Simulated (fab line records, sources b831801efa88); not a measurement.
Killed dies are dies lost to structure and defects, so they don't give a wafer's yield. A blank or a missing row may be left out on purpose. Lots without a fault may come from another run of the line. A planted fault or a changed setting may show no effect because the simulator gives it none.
Which tool did it? | flow sky130 | 12 lots, 36 wafers sampled, at 5 steps of a route of 708

WHAT THE GAUGES READ, wafer by wafer
SKY_METAL3_OVL_MEAS_14.
lot  | measured     | on         | METAL3_OVL (nm)
L644 | day 40 08:39 | overlay-02 | 6 6 10
L645 | day 40 13:35 | overlay-02 | 1 10 9
L646 | day 40 23:36 | overlay-02 | -7 1 6
L649 | day 41 11:44 | overlay-01 | 0 7 2
L653 | day 42 18:39 | overlay-02 | 4 6 -6
L654 | day 43 07:19 | overlay-02 | 0 2 4
L655 | day 43 20:09 | overlay-01 | -6 7 6
L657 | day 43 22:43 | overlay-02 | 9 3 -1
L656 | day 43 23:09 | overlay-01 | -4 -8 4
L659 | day 44 11:17 | overlay-02 | 4 4 8
L660 | day 44 20:32 | overlay-02 | -2 -2 -5
L661 | day 45 00:32 | overlay-02 | 4 -2 9

SKY_VIA3_THK_MEAS_23: measures by xrf.
lot  | measured     | on            | VIA3_W_THK (nm)
L644 | day 41 12:02 | film_metro-01 | 398 395 392
L645 | day 41 16:42 | film_metro-02 | 394 383 385
L646 | day 42 02:08 | film_metro-03 | 394 408 395
L649 | day 42 13:53 | film_metro-01 | 403 389 404
L653 | day 43 19:37 | film_metro-03 | 384 392 408
L654 | day 44 08:07 | film_metro-02 | 411 389 405
L655 | day 44 21:51 | film_metro-01 | 401 389 391
L657 | day 44 23:08 | film_metro-03 | 390 390 398
L656 | day 44 23:43 | film_metro-01 | 385 389 411
L659 | day 45 12:06 | film_metro-02 | 394 404 398
L660 | day 45 20:34 | film_metro-03 | 399 387 396
L661 | day 46 00:01 | film_metro-03 | 402 387 389

WHICH TOOL RAN EACH LOT (tool, then ch and the chambers of the sampled wafers, then the start)
lot  | SKY_METAL3_DESCUM_15              | SKY_VIA3_COAT_07                  | SKY_VIA3_STRIP_16
L644 | rie_metal-02 ch 0, day 40 08:42   | litho_track-02 ch 0, day 40 22:00 | plasma_asher-02 ch 0,1, day 41 11:08
L645 | rie_metal-01 ch 0,1, day 40 13:38 | litho_track-04 ch 0, day 41 02:00 | plasma_asher-02 ch 0,1, day 41 15:49
L646 | rie_metal-01 ch 0,1, day 40 23:38 | litho_track-02 ch 0, day 41 12:00 | plasma_asher-03 ch 0,1, day 42 01:14
L649 | rie_metal-04 ch 0,1, day 41 11:47 | litho_track-02 ch 0, day 42 00:00 | plasma_asher-03 ch 0,1, day 42 12:58
L653 | rie_metal-01 ch 0, day 42 18:41   | litho_track-03 ch 0, day 43 06:00 | plasma_asher-01 ch 0,1, day 43 18:38
L654 | rie_metal-04 ch 0,1, day 43 07:21 | litho_track-04 ch 0, day 43 20:00 | plasma_asher-01 ch 1, day 44 07:11
L655 | rie_metal-02 ch 0,1, day 43 20:11 | litho_track-03 ch 0, day 44 08:00 | plasma_asher-02 ch 0,1, day 44 20:58
L657 | rie_metal-04 ch 0,1, day 43 22:45 | litho_track-02 ch 0, day 44 11:00 | plasma_asher-02 ch 0,1, day 44 22:14
L656 | rie_metal-02 ch 0,1, day 43 23:11 | litho_track-04 ch 0, day 44 11:00 | plasma_asher-01 ch 0,1, day 44 22:49
L659 | rie_metal-02 ch 0,1, day 44 11:20 | litho_track-03 ch 0, day 45 00:00 | plasma_asher-01 ch 0,1, day 45 11:13
L660 | rie_metal-02 ch 0,1, day 44 20:35 | litho_track-02 ch 0, day 45 07:00 | plasma_asher-03 ch 0,1, day 45 19:37
L661 | rie_metal-02 ch 0,1, day 45 00:34 | litho_track-02 ch 0, day 45 12:00 | plasma_asher-02 ch 0,1, day 45 23:08
- SKY_METAL3_DESCUM_15: chemistry O2, time 8 s.
- SKY_VIA3_COAT_07: resist thk 450 nm.
- SKY_VIA3_STRIP_16: strips in O2/N2.

WHAT THE TOOLS THEMSELVES READ (means of the sampled wafers that have a number; where no wafer has one, the mark that the record gives instead)
SKY_METAL3_DESCUM_15.
lot  | tool         | drypump_motor_current_A (A) | oes_product_au (a.u.) | temp_c (C)
L644 | rie_metal-02 | 5.1                         | 0.998                 | 39.89
L645 | rie_metal-01 | 5.6                         | 1.000                 | 40.06
L646 | rie_metal-01 | 5.5                         | 0.996                 | 39.94
L649 | rie_metal-04 | 5.1                         | 0.993                 | 39.97
L653 | rie_metal-01 | 5.8                         | 1.010                 | 39.99
L654 | rie_metal-04 | 5.4                         | 0.990                 | 39.93
L655 | rie_metal-02 | 5.4                         | 1.006                 | 39.94
L657 | rie_metal-04 | 5.4                         | 1.002                 | 40.02
L656 | rie_metal-02 | 5.3                         | 0.999                 | 40.09
L659 | rie_metal-02 | 5.3                         | 1.001                 | 40.14
L660 | rie_metal-02 | 5.3                         | 1.003                 | 39.93
L661 | rie_metal-02 | 5.3                         | 0.998                 | 40.06

SKY_VIA3_STRIP_16.
lot  | tool            | drypump_motor_current_A (A) | oes_product_au (a.u.) | strip_time_to_endpoint_s (s)
L644 | plasma_asher-02 | 6.0                         | 0.404                 | 4.139
L645 | plasma_asher-02 | 6.1                         | 0.403                 | 4.132
L646 | plasma_asher-03 | 6.3                         | 0.407                 | 4.215
L649 | plasma_asher-03 | 6.3                         | 0.402                 | 4.240
L653 | plasma_asher-01 | 5.8                         | 0.399                 | 4.128
L654 | plasma_asher-01 | 6.1                         | 0.402                 | 4.126
L655 | plasma_asher-02 | 6.1                         | 0.401                 | 4.145
L657 | plasma_asher-02 | 6.0                         | 0.401                 | 4.128
L656 | plasma_asher-01 | 5.4                         | 0.406                 | 4.138
L659 | plasma_asher-01 | 5.8                         | 0.398                 | 4.149
L660 | plasma_asher-03 | 6.3                         | 0.402                 | 4.131
L661 | plasma_asher-02 | 6.0                         | 0.406                 | 4.156

THE ANSWER, worked out from the rows above alone
Rule: what is usual is taken from the lots themselves. Put in order of their means at a reading, lots are off if they are a third of the lots or fewer, leave a main group of 4 or more, and stand apart from it by a gap of 3 or more times the standard deviation of the main group's means; of several such gaps the widest counts. A main group whose means are all the same, to the digits that the tables above print for the reading, isn't used. A lot without any number at a reading at which 4 lots or more have one is off too. The other lots that the step has rows for count as sound. The gauges are gone through in route order, then the tools' own readings, and for those a lot's mean is taken as printed above. The first step at which some lot is off is used, and at that step the reading that is off furthest; a lot without a number counts as furthest.
Off: L646, L649, at SKY_VIA3_STRIP_16 (strip_time_to_endpoint_s). The main group: mean 4.137 s, standard deviation 0.0096.
A tool fits if, at that step or a process step before it, it ran every lot that is off, and no sound lot after the first of them. None of those tried fits.

WHAT THE SIMULATOR HAD PUT IN
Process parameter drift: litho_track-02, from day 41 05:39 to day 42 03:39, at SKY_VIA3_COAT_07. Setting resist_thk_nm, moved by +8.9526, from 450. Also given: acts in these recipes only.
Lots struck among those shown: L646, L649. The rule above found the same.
